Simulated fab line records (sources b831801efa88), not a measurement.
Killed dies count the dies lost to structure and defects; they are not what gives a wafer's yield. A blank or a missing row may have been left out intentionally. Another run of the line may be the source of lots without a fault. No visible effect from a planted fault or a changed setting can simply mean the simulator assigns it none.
Comparing a struck lot with a sound one + flow sky130 + 38 out of 708 route steps
Sound: wafers L332.1, L332.4, L332.6. Struck: wafer L335.6 (left out: L335.2, L335.4 of the same lot, which were not struck); the cause appears at the end.
Per side, at each step with rows, come the tool, then ch with its chambers, and then its first start. Under that, the readings that differ: sound wafers + struck wafers + difference of the means + sigmas: that difference in standard deviations of wafers without a fault.
alike: readings with means less than 2 such deviations apart, plus words and numbers identical on both sides. not compared: withheld readings, readings lacking a value on some wafer, bounds such as >300 that could conceal the same value, and numbers that have no deviation in the record and whose values overlap.
The two part at a step that has a row with sigmas, a row that says differs or no value, or rows on one side only. Numbers that have no deviation but don't overlap get no sigmas and don't part them. A reading missing from all wafers of one side parts the sides only when that side holds two or more wafers.

first, 9 steps without rows for these wafers: SKY_VIA2_SPUTTER_20 (material TiN, target thk 20 nm, time 80 s); SKY_VIA2_CVD_21 (deposits W, target thk 420 nm, time 126.4 s); SKY_VIA2_CMP_24 (polishes, stops on SiO2, t overpolish 20 s, target thk 0 nm); SKY_METAL3_SPUTTER_00 (material Ti, target thk 15 nm, time 10 s); SKY_METAL3_SPUTTER_01 (material TiN, target thk 20 nm, time 16.7 s); SKY_METAL3_SPUTTER_02 (material AlCu, target thk 735 nm, time 39.1 s); SKY_METAL3_SPUTTER_03 (material Ti, target thk 5 nm, time 3.3 s); SKY_METAL3_SPUTTER_04 (material TiN, target thk 70 nm, time 58.3 s); SKY_CAPM_CVD_00 (deposits SiO2, target thk 15.5 nm).
SKY_CAPM_SPUTTER_02: material TiN, target thk 200 nm, time 166.7 s.
  struck on pvd sputter-04, day 41 21:00; sound on pvd sputter-01, day 40 23:48
| reading                                  | sound             | struck | difference | sigmas |
|------------------------------------------|-------------------|--------|------------|--------|
| model.TiN_of_CAPM_SPUTTER_02.thk nm (nm) | 201.8 200.2 203.7 | 213.6  | +11.7      |        |
  alike: susceptor temp C, throttle valve pct
SKY_CAPM_RS_MEAS_03: a four-point-probe measurement.
  struck on film metro-04, day 41 21:08; sound on film metro-01, day 40 23:55
| reading              | sound          | struck | difference | sigmas |
|----------------------|----------------|--------|------------|--------|
| CAPM_TIN_RS (ohm/sq) | 6.86 6.90 6.79 | 6.48   | -0.37      | -5     |
SKY_CAPM_THK_MEAS_04: measures by xrf.
  struck on film metro-04, day 41 21:14; sound on film metro-01, day 41 00:02
| reading           | sound             | struck | difference | sigmas |
|-------------------|-------------------|--------|------------|--------|
| CAPM_TIN_THK (nm) | 201.3 198.6 202.6 | 214.4  | +13.6      | +6     |
then, 7 steps without rows for these wafers: SKY_CAPM_DEHYDRATE_05 (time 60 s); SKY_CAPM_HMDS_06 (prime time 60 s); SKY_CAPM_COAT_07 (resist thk 1140 nm); SKY_CAPM_SOFTBAKE_08 (time 60 s); SKY_CAPM_EXPOSE_09 (exposes mask CAPM, target cd 1000 nm); SKY_CAPM_PEB_10; SKY_CAPM_DEVELOP_11 (develop time 60 s).
SKY_CAPM_METAL_ETCH_13: etches TiN in Cl2/BCl3, stops on SiO2, target depth 220 nm, time 62.9 s.
  sound on rie metal-01 ch 0,1, day 42 00:03; struck on rie metal-02 ch 1, day 42 20:28
| reading                | sound                | struck | difference | sigmas |
|------------------------|----------------------|--------|------------|--------|
| oes product au (a.u.)  | 0.947 0.944 0.952    | 0.982  | +0.034     | +4     |
| throttle valve pct (%) | 21.898 21.918 21.891 | 21.873 | -0.029     | -3     |
  alike: drypump motor current A
  not compared: rf hours counter h
then, 16 steps without rows for these wafers: SKY_CAPM_STRIP_14 (strips in O2/N2); SKY_CAPM_STRIP_15 (strips in post etch residue remover, time 1200 s); SKY_CAPM_CLEAN_16 (cleans in IPA, time 180 s); SKY_CAPM_CLEAN_17 (cleans in O3/DIW); SKY_METAL3_DEHYDRATE_05 (time 60 s); SKY_METAL3_HMDS_06 (prime time 60 s); SKY_METAL3_COAT_07 (resist thk 60 nm); SKY_METAL3_COAT_08 (resist thk 1140 nm); SKY_METAL3_SOFTBAKE_09 (time 90 s); SKY_METAL3_EXPOSE_10 (exposes mask MM3, target cd 300 nm); SKY_METAL3_PEB_11; SKY_METAL3_DEVELOP_12 (develop time 60 s); SKY_METAL3_DESCUM_15 (chemistry O2, time 8 s); SKY_METAL3_ETCH_16 (etches BARC in N2/H2, stops on SiO2, time 88.2 s, target depth 60 nm); SKY_METAL3_ETCH_17 (etches SiO2 in C4F8/O2/Ar, stops on TiN, time 3.9 s, target depth 15 nm); SKY_METAL3_METAL_ETCH_18 (etches the open film in Cl2/BCl3, stops on SiO2, target depth 845 nm, time 183.1 s).
SKY_METAL3_STRIP_20: strips in post etch residue remover, time 1200 s.
  sound on wet bench-01 ch 3, day 42 23:58; struck on wet bench-01 ch 2, day 43 20:02
| reading                                  | sound             | struck | difference | sigmas |
|------------------------------------------|-------------------|--------|------------|--------|
| model.TiN_of_CAPM_SPUTTER_02.thk nm (nm) | 200.9 199.3 202.9 | 212.7  | +11.7      |        |
-- the record jumps here: 6 days lie between the struck wafers' starts before and after (it left off in module METAL3 and takes up again in module PAD_OPEN, whose first step shown is number 708 of the route) --
SKY_PAD_OPEN_PROBE_99:
  struck on prober-02, day 50 02:25; sound on prober-02, day 49 10:47
| reading                          | sound             | struck | difference | sigmas |
|----------------------------------|-------------------|--------|------------|--------|
| model.etest.cap mim.plate ohm sq | 5.959 6.003 5.892 | 5.648  | -0.303     |        |
  alike: defect limited yield, killed_at_M0_to_M3, killed_at_M4_up, killed at contacts, killed at front end, killed at other, killed dies, killed open, killed short, sort_bin_3_pad_short, sort_bin_5_function, sort_bin_6_memory, sort n pass, sort yield pct

## WHERE THEY PART
First at SKY_CAPM_RS_MEAS_03; last, within this record, at SKY_CAPM_METAL_ETCH_13. Later steps at which nothing parts them and some readings are alike: SKY_PAD_OPEN_PROBE_99.

WHY: what the simulator had put in
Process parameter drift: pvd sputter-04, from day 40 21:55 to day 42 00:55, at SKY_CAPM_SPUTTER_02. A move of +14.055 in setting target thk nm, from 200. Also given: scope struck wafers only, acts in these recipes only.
